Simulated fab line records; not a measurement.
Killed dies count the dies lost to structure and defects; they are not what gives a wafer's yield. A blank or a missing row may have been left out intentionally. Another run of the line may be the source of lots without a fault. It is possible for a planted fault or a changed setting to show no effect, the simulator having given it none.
fab line records	flow sky130
record lots=6	wafers=18	last_day=50
route steps=708 shown POLY_CUT@307 SD_P@320 RES_XHIGH@332 SD_N@342 PAD_OPEN@708
lots that met no fault: from a run of the same line without faults
start_h: hours from the record's first day to the start of the lot's first wafer shown	wait_h: hours elapsed since this lot's preceding step	" same as the row above	L1.1+2: a single row standing in for several wafers	- no value, or no start was given	* or withheld: withheld	< > ~ a bound
route shown NAME@n: a module of which the file shows steps, and the number in the route of the first	usual: average and standard deviation across the fault-free wafers	same: alike in all rows	chamber/n: place in a boat	sites: readings site by site	_std_site: standard deviation across them	_edge_site: outer sites' mean less inner sites'	radius_mm: how far each site lies from the wafer's centre	mask NAME#n: copy n	behind: the tool/chamber that last shaped the wafer	hold: cause of the lot's hold/its duration in hours/its outcome	device: names the non-switching transistor (n, p or np)	end of line: tests run on the same wafers once the route is complete	for a step that has no rows: nothing shown but its recipe	killed: at the first sort, the dies lost to defects and structure; wafer yield is something else	map: dies across one wafer; x = killed, . = not, _ = none there
set.NAME: the setting as run; set.NAME@STEP: as run at that earlier step	model.NAME: the simulator's own value behind a step, which no gauge read
lots seen at some steps along the route; tables by step, rows by wafer
services: from which hour (start_h, from the record's first day; less than 0 if before it) a tool's chamber was out of use, for how many hours, and why
## steps
# step SKY_POLY_CUT_DEHYDRATE_00
# recipe temp_c=200	time_s=60
# step SKY_POLY_CUT_HMDS_01
# recipe prime_time_s=60	prime_temp_c=120
# step SKY_POLY_CUT_COAT_02
# recipe resist=BARC	temp_c=withheld	time_s=withheld	spin_rpm=3000	resist_thk_nm=60
# step SKY_POLY_CUT_COAT_03
# recipe resist=KrF-thick	spin_rpm=3000	resist_thk_nm=450
# step SKY_POLY_CUT_SOFTBAKE_04
# recipe temp_c=100	time_s=90	resist=KrF-thick
# step SKY_POLY_CUT_EXPOSE_05
# recipe mask_id=NPCM	na=0.8	source_shape=annular	sigma_inner=0.55	sigma_outer=0.85	target_cd_nm=270	dose_mj=32
# step SKY_POLY_CUT_PEB_06
# recipe peb_temp_c=withheld	peb_time_s=withheld	resist=KrF-thick
# step SKY_POLY_CUT_DEVELOP_07
# recipe develop_time_s=60	resist=KrF-thick	dev_temp_c=21
# step SKY_POLY_CUT_CD_MEAS_08
# recipe target_cd_nm=270
# usual cd_nm=270.1/1.7
lot.wafer	tool	chamber	start_h	wait_h	cd_nm
L806.1	cd_sem-02	-	575.08	-	272.1
L806.3	"	-	"	"	272.5
L806.6	"	-	"	"	272.2
L809.1	cd_sem-01	-	602.64	-	268.1
L809.2	"	-	"	"	267.7
L809.3	"	-	"	"	267.8
L811.4	cd_sem-01	-	621.20	-	271.9
L811.5	"	-	"	"	271.8
L811.6	"	-	"	"	271.9
L820.1	cd_sem-02	-	692.13	-	271.2
L820.5	"	-	"	"	270.2
L820.6	"	-	"	"	271.1
L821.1	cd_sem-01	-	697.69	-	266.3
L821.3	"	-	"	"	267.4
L821.5	"	-	"	"	265.7
L826.2	cd_sem-01	-	748.45	-	270.6
L826.3	"	-	"	"	270.5
L826.5	"	-	"	"	271.0
# step SKY_POLY_CUT_OVL_MEAS_09
# usual POLY_CUT_OVL=-2/5.4
lot.wafer	tool	chamber	start_h	wait_h	POLY_CUT_OVL[nm]
L806.1	overlay-02	-	575.20	0.1	-8
L806.3	"	-	"	"	-10
L806.6	"	-	"	"	-1
L809.1	overlay-02	-	602.76	0.1	4
L809.2	"	-	"	"	4
L809.3	"	-	"	"	9
L811.4	overlay-01	-	621.28	0.1	4
L811.5	"	-	"	"	-10
L811.6	"	-	"	"	8
L820.1	overlay-01	-	692.25	0.1	-2
L820.5	"	-	"	"	-4
L820.6	"	-	"	"	7
L821.1	overlay-02	-	697.81	0.1	7
L821.3	"	-	"	"	2
L821.5	"	-	"	"	10
L826.2	overlay-01	-	748.56	0.1	-9
L826.3	"	-	"	"	-13
L826.5	"	-	"	"	-5
# step SKY_POLY_CUT_ETCH_10
# recipe chemistry=N2/H2	target=BARC	ion_energy_ev=200	source_w=500	bias_w=100	pressure_mtorr=30	n2_flow_sccm=100	h2_flow_sccm=200	stop_on=SiO2	time_s=45.9	target_depth_a=600
# usual drypump_motor_current_A=5.7/0.51	oes_product_au=0.855/0.0049	throttle_valve_pct=13.225/0.0095
lot.wafer	tool	chamber	start_h	wait_h	drypump_motor_current_A	oes_product_au	rf_hours_counter_h	throttle_valve_pct
L806.1	rie_diel-01	2	575.24	0.0	5.4	0.855	53	13.225
L806.3	"	0	"	"	5.9	0.852	54	13.216
L806.6	"	3	"	"	5.1	0.863	-	13.234
L809.1	rie_diel-01	1	602.80	0.0	5.6	0.850	9	13.227
L809.2	"	3	"	"	5.1	0.863	69	13.223
L809.3	"	2	"	"	5.4	0.859	53	13.220
L811.4	rie_diel-03	3	621.30	0.0	6.3	0.852	1	13.234
L811.5	"	0	"	"	5.7	0.851	-	13.230
L811.6	"	3	"	"	6.3	0.846	-	13.242
L820.1	rie_diel-03	2	692.29	0.0	6.0	0.861	10	13.218
L820.5	"	1	"	"	6.0	0.855	-	13.236
L820.6	"	0	"	"	5.7	0.851	-	13.236
L821.1	rie_diel-02	0	697.85	0.0	4.8	0.847	1	13.224
L821.3	"	3	"	"	4.7	0.854	51	13.234
L821.5	"	2	"	"	5.4	0.853	-	13.223
L826.2	rie_diel-02	1	748.59	0.0	6.5	0.850	10	13.210
L826.3	"	3	"	"	4.7	0.850	1	13.219
L826.5	"	3	"	"	4.7	0.853	-	13.223
# step SKY_POLY_CUT_ETCH_11
# recipe target=Si3N4	chemistry=CF4/CH2F2/Ar	stop_on=poly-Si	source_w=600	bias_w=155.1	pressure_mtorr=40	cf4_flow_sccm=40	ch2f2_flow_sccm=20	Ar_flow_sccm=150	time_s=42.5	target_depth_a=600
# usual drypump_motor_current_A=5.7/0.51	mfc_ar_sccm=150.0/0.42	oes_product_au=0.832/0.0064	throttle_valve_pct=14.995/0.0093
lot.wafer	tool	chamber	start_h	wait_h	drypump_motor_current_A	mfc_ar_sccm	oes_product_au	rf_hours_counter_h	throttle_valve_pct
L806.1	rie_diel-01	2	575.28	0.0	5.5	150.1	0.826	53	15.019
L806.3	"	0	"	"	6.0	150.2	0.826	54	14.987
L806.6	"	3	"	"	5.1	150.1	0.826	-	14.991
L809.1	rie_diel-01	1	602.84	0.0	5.6	150.0	0.821	9	14.986
L809.2	"	3	"	"	5.1	150.9	0.829	69	14.995
L809.3	"	2	"	"	5.4	149.9	0.838	53	14.998
L811.4	rie_diel-03	3	621.34	0.0	6.3	149.9	0.843	1	14.987
L811.5	"	0	"	"	5.7	150.4	0.830	-	14.997
L811.6	"	3	"	"	6.4	150.3	0.854	-	14.979
L820.1	rie_diel-03	2	692.33	0.0	6.0	149.3	0.845	10	15.000
L820.5	"	1	"	"	6.0	150.2	0.836	-	15.011
L820.6	"	0	"	"	5.7	149.9	0.834	-	14.991
L821.1	rie_diel-02	0	697.89	0.0	4.8	149.6	0.838	1	14.997
L821.3	"	3	"	"	4.7	150.5	0.836	51	14.985
L821.5	"	2	"	"	5.4	150.5	0.825	-	15.009
L826.2	rie_diel-02	1	748.63	0.0	6.5	150.6	0.830	10	14.986
L826.3	"	3	"	"	4.7	150.0	0.836	1	14.987
L826.5	"	3	"	"	4.7	150.0	0.822	-	14.988
# step SKY_POLY_CUT_STRIP_12
# recipe chemistry=O2/N2	power_w=1400	pressure_mtorr=1500	platen_temp_c=withheld	o2_flow_sccm=3000	n2_flow_sccm=300	overash_fraction=0.5
# usual drypump_motor_current_A=5.4/0.47	oes_product_au=0.452/0.0042	strip_time_to_endpoint_s=5.353/0.018
lot.wafer	tool	chamber	start_h	wait_h	drypump_motor_current_A	oes_product_au	rf_hours_counter_h	strip_time_to_endpoint_s
L806.1	plasma_asher-02	0	575.32	0.0	5.0	0.452	45	5.375
L806.3	"	0	"	"	5.0	0.451	-	5.351
L806.6	"	1	"	"	6.1	0.453	-	5.379
L809.1	plasma_asher-04	1	602.88	0.0	5.2	0.453	80	5.359
L809.2	"	0	"	"	5.0	0.449	80	5.358
L809.3	"	1	"	"	5.2	0.449	-	5.362
L811.4	plasma_asher-04	0	621.41	0.1	5.0	0.450	-	5.351
L811.5	"	1	"	"	5.2	0.446	-	5.358
L811.6	"	0	"	"	5.0	0.453	-	5.355
L820.1	plasma_asher-02	0	692.37	0.0	5.0	0.450	56	5.354
L820.5	"	1	"	"	6.1	0.454	-	5.379
L820.6	"	0	"	"	5.0	0.459	-	5.329
L821.1	plasma_asher-02	0	697.93	0.0	5.0	0.460	56	5.344
L821.3	"	0	"	"	5.0	0.458	-	5.337
L821.5	"	1	"	"	6.1	0.451	-	5.374
L826.2	plasma_asher-04	1	748.67	0.0	5.2	0.448	93	5.307
L826.3	"	0	"	"	5.0	0.457	-	5.343
L826.5	"	0	"	"	5.0	0.451	-	5.331
# step SKY_SD_P_DEHYDRATE_00
# recipe temp_c=200	time_s=60
# step SKY_SD_P_HMDS_01
# recipe prime_time_s=60	prime_temp_c=120
# step SKY_SD_P_COAT_02
# recipe resist=NOVOLAK	spin_rpm=3000	resist_thk_nm=1140
# step SKY_SD_P_SOFTBAKE_03
# recipe temp_c=90	time_s=60	resist=NOVOLAK
# step SKY_SD_P_EXPOSE_04
# recipe mask_id=PSDM	na=0.6	source_shape=conventional	sigma_outer=0.6	polarization=unpolarized	target_cd_nm=380	dose_mj=138
# step SKY_SD_P_PEB_05
# recipe temp_c=withheld	time_s=*	resist=NOVOLAK
# step SKY_SD_P_DEVELOP_06
# recipe resist=NOVOLAK	developer=TMAH	develop_time_s=60	dev_temp_c=23
# step SKY_SD_P_CD_MEAS_07
# recipe target_cd_nm=380
# usual cd_nm=379.3/2.6
lot.wafer	tool	chamber	start_h	wait_h	cd_nm
L806.1	cd_sem-01	-	604.74	0.1	379.5
L806.3	"	-	"	"	379.8
L806.6	"	-	"	"	381.6
L809.1	cd_sem-01	-	631.99	0.1	374.5
L809.2	"	-	"	"	374.9
L809.3	"	-	"	"	373.6
L811.4	cd_sem-01	-	649.99	0.1	387.1
L811.5	"	-	"	"	380.7
L811.6	"	-	"	"	382.3
L820.1	cd_sem-01	-	719.79	0.1	384.3
L820.5	"	-	"	"	381.7
L820.6	"	-	"	"	384.2
L821.1	cd_sem-01	-	725.49	0.1	376.7
L821.3	"	-	"	"	374.9
L821.5	"	-	"	"	377.4
L826.2	cd_sem-02	-	775.56	0.1	381.5
L826.3	"	-	"	"	378.8
L826.5	"	-	"	"	380.8
# step SKY_SD_P_OVL_MEAS_08
# usual SD_P_OVL=0.8/1.3
lot.wafer	tool	chamber	start_h	wait_h	SD_P_OVL[nm]
L806.1	overlay-02	-	604.86	0.1	1.0
L806.3	"	-	"	"	0.2
L806.6	"	-	"	"	1.5
L809.1	overlay-01	-	632.11	0.1	0.8
L809.2	"	-	"	"	0.5
L809.3	"	-	"	"	2.5
L811.4	overlay-02	-	650.07	0.1	-1.1
L811.5	"	-	"	"	-0.3
L811.6	"	-	"	"	-2.7
L820.1	overlay-01	-	719.91	0.1	-0.4
L820.5	"	-	"	"	-1.5
L820.6	"	-	"	"	0.4
L821.1	overlay-02	-	725.61	0.1	1.5
L821.3	"	-	"	"	2.1
L821.5	"	-	"	"	3.1
L826.2	overlay-02	-	775.67	0.1	-0.8
L826.3	"	-	"	"	0.3
L826.5	"	-	"	"	0.9
# step SKY_SD_P_IMPLANT_09
# recipe species=BF2	energy_kev=20	dose_cm2=3e+15	tilt_deg=0
# step SKY_SD_P_STRIP_10
# recipe chemistry=O2/N2	power_w=1400	pressure_mtorr=1500	platen_temp_c=withheld	o2_flow_sccm=3000	n2_flow_sccm=300	overash_fraction=0.5
# usual drypump_motor_current_A=5.5/0.49	oes_product_au=0.618/0.0046	strip_time_to_endpoint_s=17.49/0.056
lot.wafer	tool	chamber	start_h	wait_h	drypump_motor_current_A	oes_product_au	rf_hours_counter_h	strip_time_to_endpoint_s
L806.1	plasma_asher-01	0	605.05	0.1	6.3	0.622	18	17.57
L806.3	"	0	"	"	6.4	0.613	-	17.61
L806.6	"	0	"	"	6.4	0.607	-	17.50
L809.1	plasma_asher-04	0	632.30	0.1	5.0	0.618	83	17.37
L809.2	"	1	"	"	5.2	0.622	83	17.38
L809.3	"	1	"	"	5.2	0.607	-	17.38
L811.4	plasma_asher-01	1	650.27	0.1	5.6	0.623	-	17.43
L811.5	"	0	"	"	6.3	0.619	-	17.45
L811.6	"	1	"	"	5.7	0.612	-	17.38
L820.1	plasma_asher-03	1	720.10	0.1	6.0	0.618	101	17.47
L820.5	"	1	"	"	6.1	0.623	-	17.44
L820.6	"	0	"	"	5.2	0.620	-	17.49
L821.1	plasma_asher-01	1	725.80	0.1	5.6	0.619	30	17.46
L821.3	"	0	"	"	6.4	0.624	-	17.51
L821.5	"	0	"	"	6.3	0.617	-	17.53
L826.2	plasma_asher-01	1	775.85	0.1	5.6	0.626	35	17.45
L826.3	"	0	"	"	6.3	0.618	-	17.47
L826.5	"	0	"	"	6.3	0.618	-	17.52
# step SKY_SD_P_TW_MEAS_11
# usual SD_P_TW=2833/45
lot.wafer	tool	chamber	start_h	wait_h	SD_P_TW
L806.1	film_metro-01	-	605.15	0.1	2899
L806.3	"	-	"	"	2895
L806.6	"	-	"	"	2883
L809.1	film_metro-03	-	632.40	0.1	2773
L809.2	"	-	"	"	2776
L809.3	"	-	"	"	2794
L811.4	film_metro-03	-	650.37	0.1	2793
L811.5	"	-	"	"	2787
L811.6	"	-	"	"	2795
L820.1	film_metro-03	-	720.20	0.1	2779
L820.5	"	-	"	"	2764
L820.6	"	-	"	"	2771
L821.1	film_metro-03	-	725.90	0.1	2782
L821.3	"	-	"	"	2787
L821.5	"	-	"	"	2779
L826.2	film_metro-01	-	775.96	0.1	2885
L826.3	"	-	"	"	2871
L826.5	"	-	"	"	2880
# step SKY_RES_XHIGH_DEHYDRATE_00
# recipe temp_c=200	time_s=60
# step SKY_RES_XHIGH_HMDS_01
# recipe prime_time_s=60	prime_temp_c=120
# step SKY_RES_XHIGH_COAT_02
# recipe resist=NOVOLAK	spin_rpm=3000	resist_thk_nm=1140
# step SKY_RES_XHIGH_SOFTBAKE_03
# recipe temp_c=90	time_s=61.26	resist=NOVOLAK
# usual plate_sensor_t_centre_C=90.756/0.01	plate_sensor_t_edge_C=90.829/0.01
lot.wafer	tool	chamber	start_h	wait_h	plate_sensor_t_centre_C	plate_sensor_t_edge_C
L806.1	litho_track-03	0	619.48	0.1	90.743	90.828
L806.3	"	0	"	"	90.742	90.832
L806.6	"	0	"	"	90.745	90.811
L809.1	litho_track-03	0	646.28	0.1	90.750	90.863
L809.2	"	0	"	"	90.749	90.830
L809.3	"	0	"	"	90.752	90.818
L811.4	litho_track-02	0	664.25	0.1	90.745	90.825
L811.5	"	0	"	"	90.774	90.818
L811.6	"	0	"	"	90.757	90.825
L820.1	litho_track-01	0	733.53	0.1	90.758	90.820
L820.5	"	0	"	"	90.745	90.841
L820.6	"	0	"	"	90.756	90.837
L821.1	litho_track-01	0	739.98	0.1	90.758	90.819
L821.3	"	0	"	"	90.763	90.808
L821.5	"	0	"	"	90.749	90.820
L826.2	litho_track-01	0	788.76	0.1	90.744	90.829
L826.3	"	0	"	"	90.756	90.842
L826.5	"	0	"	"	90.749	90.846
# step SKY_RES_XHIGH_EXPOSE_04
# recipe mask_id=URPM	na=0.6	source_shape=conventional	sigma_outer=0.6	polarization=unpolarized	target_cd_nm=1270	dose_mj=140
# step SKY_RES_XHIGH_PEB_05
# recipe temp_c=withheld	time_s=*	resist=NOVOLAK
# step SKY_RES_XHIGH_DEVELOP_06
# recipe resist=NOVOLAK	developer=TMAH	develop_time_s=60	dev_temp_c=23
# step SKY_RES_XHIGH_IMPLANT_07
# recipe species=BF2	energy_kev=20	dose_cm2=3.6e+14	tilt_deg=0
# step SKY_RES_XHIGH_STRIP_08
# recipe chemistry=O2/N2	power_w=1400	pressure_mtorr=1500	platen_temp_c=withheld	o2_flow_sccm=3000	n2_flow_sccm=300	overash_fraction=0.5
# usual drypump_motor_current_A=5.6/0.53	oes_product_au=0.711/0.0043	strip_time_to_endpoint_s=14.26/0.038
lot.wafer	tool	chamber	start_h	wait_h	drypump_motor_current_A	oes_product_au	rf_hours_counter_h	strip_time_to_endpoint_s
L806.1	plasma_asher-01	1	634.53	0.1	5.7	0.715	21	14.27
L806.3	"	0	"	"	6.3	0.707	-	14.32
L806.6	"	0	"	"	6.4	0.710	-	14.30
L809.1	plasma_asher-01	1	660.18	0.1	5.7	0.698	24	14.26
L809.2	"	0	"	"	6.3	0.710	24	14.25
L809.3	"	1	"	"	5.7	0.714	-	14.26
L811.4	plasma_asher-04	0	678.66	0.1	5.0	0.710	-	14.28
L811.5	"	0	"	"	5.0	0.711	-	14.31
L811.6	"	1	"	"	5.2	0.706	-	14.29
L820.1	plasma_asher-02	0	747.93	0.1	5.0	0.715	61	14.30
L820.5	"	1	"	"	6.1	0.714	-	14.29
L820.6	"	0	"	"	5.0	0.718	-	14.28
L821.1	plasma_asher-04	0	753.33	0.1	5.0	0.714	94	14.28
L821.3	"	0	"	"	5.0	0.707	-	14.24
L821.5	"	1	"	"	5.2	0.706	-	14.25
L826.2	plasma_asher-01	0	802.58	0.1	6.3	0.708	38	14.24
L826.3	"	0	"	"	6.3	0.717	-	14.23
L826.5	"	1	"	"	5.7	0.713	-	14.26
# step SKY_RES_XHIGH_TW_MEAS_09
# usual RES_XHIGH_TW=1654/20
lot.wafer	tool	chamber	start_h	wait_h	RES_XHIGH_TW
L806.1	film_metro-04	-	634.63	0.1	1649
L806.3	"	-	"	"	1653
L806.6	"	-	"	"	1651
L809.1	film_metro-01	-	660.28	0.1	1669
L809.2	"	-	"	"	1667
L809.3	"	-	"	"	1678
L811.4	film_metro-01	-	678.76	0.1	1666
L811.5	"	-	"	"	1674
L811.6	"	-	"	"	1670
L820.1	film_metro-04	-	748.03	0.1	1651
L820.5	"	-	"	"	1654
L820.6	"	-	"	"	1651
L821.1	film_metro-04	-	753.43	0.1	1657
L821.3	"	-	"	"	1654
L821.5	"	-	"	"	1649
L826.2	film_metro-01	-	802.69	0.1	1667
L826.3	"	-	"	"	1672
L826.5	"	-	"	"	1676
# step SKY_SD_N_DEHYDRATE_00
# recipe temp_c=200	time_s=60
# step SKY_SD_N_HMDS_01
# recipe prime_time_s=60	prime_temp_c=120
# step SKY_SD_N_COAT_02
# recipe resist=NOVOLAK	spin_rpm=3000	resist_thk_nm=1140
# step SKY_SD_N_SOFTBAKE_03
# recipe temp_c=90	time_s=60	resist=NOVOLAK
# step SKY_SD_N_EXPOSE_04
# recipe mask_id=NSDM	na=0.6	source_shape=conventional	sigma_outer=0.6	polarization=unpolarized	target_cd_nm=380	dose_mj=141
# step SKY_SD_N_PEB_05
# recipe temp_c=withheld	time_s=*	resist=NOVOLAK
# step SKY_SD_N_DEVELOP_06
# recipe resist=NOVOLAK	developer=TMAH	develop_time_s=60	dev_temp_c=23
# step SKY_PAD_OPEN_PROBE_99
# usual killed_at_M0_to_M3=45/6.8	killed_at_M4_up=3.1/2	killed_at_contacts=23/5.2	killed_at_front_end=14/3.7	killed_at_other=0.3/0.61	killed_dies=86/9	killed_open=46/6.9	killed_short=39/6.4
# same gross_dies=492	killed_at_back_side=0
lot.wafer	tool	chamber	start_h	wait_h	killed_at_M0_to_M3	killed_at_M4_up	killed_at_contacts	killed_at_front_end	killed_at_other	killed_dies	killed_open	killed_short
L806.1	prober-01	-	1087.96	0.1	37	3	27	14	2	83	50	32
L806.3	prober-01	-	1088.06	0.2	39	2	25	19	0	85	40	45
L806.6	prober-01	-	1088.21	0.2	31	6	16	13	0	66	32	33
L811.4	prober-02	-	1116.18	0.2	47	1	42	13	0	103	50	53
L811.5	prober-02	-	1116.23	0.2	42	0	38	21	0	101	57	44
L811.6	prober-02	-	1116.28	0.2	47	2	20	15	3	87	45	42
L820.1	prober-01	-	1165.30	0.1	45	4	21	92	0	162	48	40
L820.5	prober-01	-	1165.50	0.2	39	3	28	74	0	144	55	34
L820.6	prober-01	-	1165.55	0.2	39	3	26	79	0	147	51	31
L821.1	prober-02	-	1167.19	0.1	36	0	20	84	1	141	42	27
L821.3	prober-02	-	1167.29	0.2	46	2	25	84	0	157	51	39
L821.5	prober-02	-	1167.39	0.2	42	3	24	73	0	142	47	37
L826.2	prober-02	-	1199.11	0.1	42	5	17	16	0	80	44	36
L826.3	prober-02	-	1199.16	0.2	49	4	21	18	2	94	54	40
L826.5	prober-02	-	1199.26	0.2	46	6	23	15	1	91	48	43
# killed by level:class
L806.1 CONTACT:geometric_particle:open=11 VIA1:geometric_particle:open=9 POLY_GATE:geometric_particle:open=7 VIA3:geometric_particle:open=7 LI_CONTACT:geometric_particle:open=6 VIA2:geometric_particle:open=5 LI_CONTACT:geometric_particle:short=4 METAL1:geometric_particle:short=4
L806.3 CONTACT:geometric_particle:open=7 CONTACT:geometric_particle:short=7 VIA1:geometric_particle:open=7 POLY_GATE:geometric_particle:short=6 LI_CONTACT:geometric_particle:open=6 METAL2:geometric_particle:short=6 VIA3:geometric_particle:short=6 POLY_GATE:geometric_particle:open=5
L806.6 VIA1:geometric_particle:open=8 METAL1:geometric_particle:short=7 CONTACT:geometric_particle:open=7 LI_CONTACT:geometric_particle:open=4 VIA2:geometric_particle:open=4 VIA3:geometric_particle:short=4 METAL4:geometric_particle:short=4 POLY_GATE:geometric_particle:short=3
L811.4 LI_CONTACT:geometric_particle:open=12 CONTACT:geometric_particle:open=11 LI_CONTACT:geometric_particle:short=8 VIA1:geometric_particle:open=8 VIA2:geometric_particle:short=7 VIA2:geometric_particle:open=7 METAL3:geometric_particle:short=6 CONTACT:geometric_particle:short=6
L811.5 CONTACT:geometric_particle:open=16 LI_CONTACT:geometric_particle:open=9 POLY_GATE:geometric_particle:open=8 VIA2:geometric_particle:open=8 VIA1:geometric_particle:open=7 CONTACT:geometric_particle:short=7 METAL1:geometric_particle:short=7 POLY_GATE:geometric_particle:short=5
L811.6 VIA1:geometric_particle:open=18 VIA2:geometric_particle:open=6 VIA3:geometric_particle:open=6 FIELD_ISO:geometric_particle:short=4 LI_CONTACT:geometric_particle:short=4 LI_CONTACT:geometric_particle:open=4 LOCAL_INTERCONNECT:geometric_particle:short=4 CONTACT:geometric_particle:open=4
L820.1 POLY_CUT:unspecified=74 METAL2:geometric_particle:short=9 FIELD_ISO:geometric_particle:open=7 LI_CONTACT:geometric_particle:open=7 CONTACT:geometric_particle:open=6 VIA3:geometric_particle:open=6 VIA2:geometric_particle:open=6 VIA1:geometric_particle:open=6
L820.5 POLY_CUT:unspecified=55 CONTACT:geometric_particle:open=11 VIA1:geometric_particle:open=11 LI_CONTACT:geometric_particle:open=7 VIA3:geometric_particle:open=6 POLY_GATE:geometric_particle:open=5 POLY_GATE:geometric_particle:short=4 CONTACT:geometric_particle:short=4
L820.6 POLY_CUT:unspecified=65 VIA1:geometric_particle:open=12 CONTACT:geometric_particle:open=12 METAL2:geometric_particle:short=7 LI_CONTACT:geometric_particle:open=6 VIA2:geometric_particle:open=6 VIA3:geometric_particle:open=5 FIELD_ISO:geometric_particle:open=4
L821.1 POLY_CUT:unspecified=72 CONTACT:geometric_particle:open=11 VIA1:geometric_particle:open=10 METAL2:geometric_particle:short=6 VIA2:geometric_particle:open=6 FIELD_ISO:geometric_particle:open=4 METAL1:geometric_particle:short=4 LI_CONTACT:geometric_particle:open=3
L821.3 POLY_CUT:unspecified=67 CONTACT:geometric_particle:open=11 VIA3:geometric_particle:short=9 FIELD_ISO:geometric_particle:short=7 LI_CONTACT:geometric_particle:open=7 VIA2:geometric_particle:open=7 VIA1:geometric_particle:open=7 VIA3:geometric_particle:open=7
L821.5 POLY_CUT:unspecified=57 CONTACT:geometric_particle:open=12 VIA1:geometric_particle:open=11 METAL1:geometric_particle:short=5 VIA2:geometric_particle:open=5 VIA3:geometric_particle:open=5 LI_CONTACT:geometric_particle:open=4 METAL2:geometric_particle:short=4
L826.2 VIA1:geometric_particle:open=8 METAL2:geometric_particle:short=7 CONTACT:geometric_particle:open=7 VIA3:geometric_particle:open=7 POLY_GATE:geometric_particle:open=6 LI_CONTACT:geometric_particle:open=6 VIA1:geometric_particle:short=5 FIELD_ISO:geometric_particle:short=4
L826.3 VIA1:geometric_particle:open=12 VIA3:geometric_particle:open=9 LI_CONTACT:geometric_particle:open=8 METAL2:geometric_particle:short=7 VIA1:geometric_particle:short=6 FIELD_ISO:geometric_particle:open=5 VIA2:geometric_particle:open=5 CONTACT:geometric_particle:open=5
L826.5 VIA1:geometric_particle:open=12 LI_CONTACT:geometric_particle:open=8 VIA3:geometric_particle:open=8 CONTACT:geometric_particle:open=6 METAL2:geometric_particle:short=6 METAL1:geometric_particle:short=5 FIELD_ISO:geometric_particle:open=4 VIA2:geometric_particle:short=4
# map L820.1 (x killed, . not)
__________.........x_________
________....x.x....x.x_______
______...............x.._____
_____........x...........____
____x..xx..x.xxxxxx..x.xx.___
___xx.....xxxxxxxxxx.....x.__
__...xx...xxxxxxxxxxx..x...x_
_.......x.xxxxxxxxxxxx..x....
_..x.....xxxxxxxxxxxx........
_......xx..xxxxxxxxxx........
_..x...x...xxxxxxxx.x........
_.x.....x.xxxxxxxxxx.....xx..
_x..x.x.x......xx.....x.x..x.
_....x.x....x..x.......x.x..x
_xx......xx....xx.........x..
__.xx....x....xxx.x...x....x_
___.....x.......x.x......x.__
____....x....x....x.....x.___
_____..x.................____
______....x............._____
________......x..x...x_______
__________xxx..x..x._________
# map L821.3 (x killed, . not)
__________....x....._________
________.........x...._______
______....x.x..xx.x.x..._____
_____.....x..x...x......x____
____....x..x.xxx..........___
___......x.x.xxxxxxx.....x.__
__......xx.xxxxxxxxx........_
_x...xx...xxxxxxxxxxx...x....
_.x.x.x.xxxxxxxxxxxxx..x.....
_........xxxxxxxxxxxx.xx.....
_.....x..xx.xxxxxxxx.......x.
_.x.xx.x.x..x.xxxxx..x....xxx
_..............x.xx.x...x..xx
_x..xx.........x.x...x.......
_....x.......................
__.xx..........x...xx.....x._
___....xxx.......x....x.x.x__
____..xx...x...xx.........___
_____........x....x..x.xx____
______......xx.....xx..._____
________...xx.....x..._______
__________......x.x._________
## services
tool	chamber	start_h	hours	kind
plasma_asher-04	-	578.99	1.3	repair
rie_diel-02	3	579.74	8.3	repair
plasma_asher-02	-	581.25	0.8	repair
rie_diel-02	0	587.65	8.8	repair
plasma_asher-02	-	589.04	14.1	repair
rie_diel-01	0	628.81	6.0	repair
plasma_asher-04	-	629.67	0.7	repair
rie_diel-01	3	635.22	10.7	repair
plasma_asher-04	-	646.79	14.6	pm
rie_diel-03	1	654.45	6.3	repair
rie_diel-02	1	690.14	5.1	repair
rie_diel-03	2	698.71	11.2	repair
rie_diel-03	1	704.00	3.0	repair
rie_diel-03	0	720.43	1.3	repair
rie_diel-01	3	725.85	23.6	repair
rie_diel-01	2	730.21	7.1	repair
plasma_asher-03	-	733.75	9.0	pm
rie_diel-02	-	738.15	0.9	repair
rie_diel-03	1	754.00	4.3	repair
rie_diel-02	1	754.77	3.0	repair
rie_diel-01	2	761.54	5.8	repair
rie_diel-03	3	764.24	5.9	repair
rie_diel-03	-	777.37	1.0	repair
plasma_asher-03	-	799.04	25.4	pm
## key
first_sign step=SKY_PAD_OPEN_PROBE_99	reading=killed_at_front_end	direction=up	sigmas=18	usual=14	struck=81
effect step=SKY_PAD_OPEN_PROBE_99	reading=killed_dies	direction=up	sigmas=7	usual=86	struck=149
met_at SKY_POLY_CUT_STRIP_12
struck_wafers L820.1,L820.5,L820.6,L821.1,L821.3,L821.5
tester_left_out L820,L821
onset_between 575.32 692.37
fault kind=chamber_particle_source	tool=plasma_asher-02	chamber=-	onset_h=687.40	steps=SKY_POLY_CUT_STRIP_12	rate_per_visit_cm2=1.9894	end_h=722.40
# tester_left_out: of these lots the tester's yield and bins aren't shown, on N5 and GAA mostly nor the transistor test; their killed dies are dies lost to structure and defects alone, not to doping, threshold or leakage, so they don't give the yield
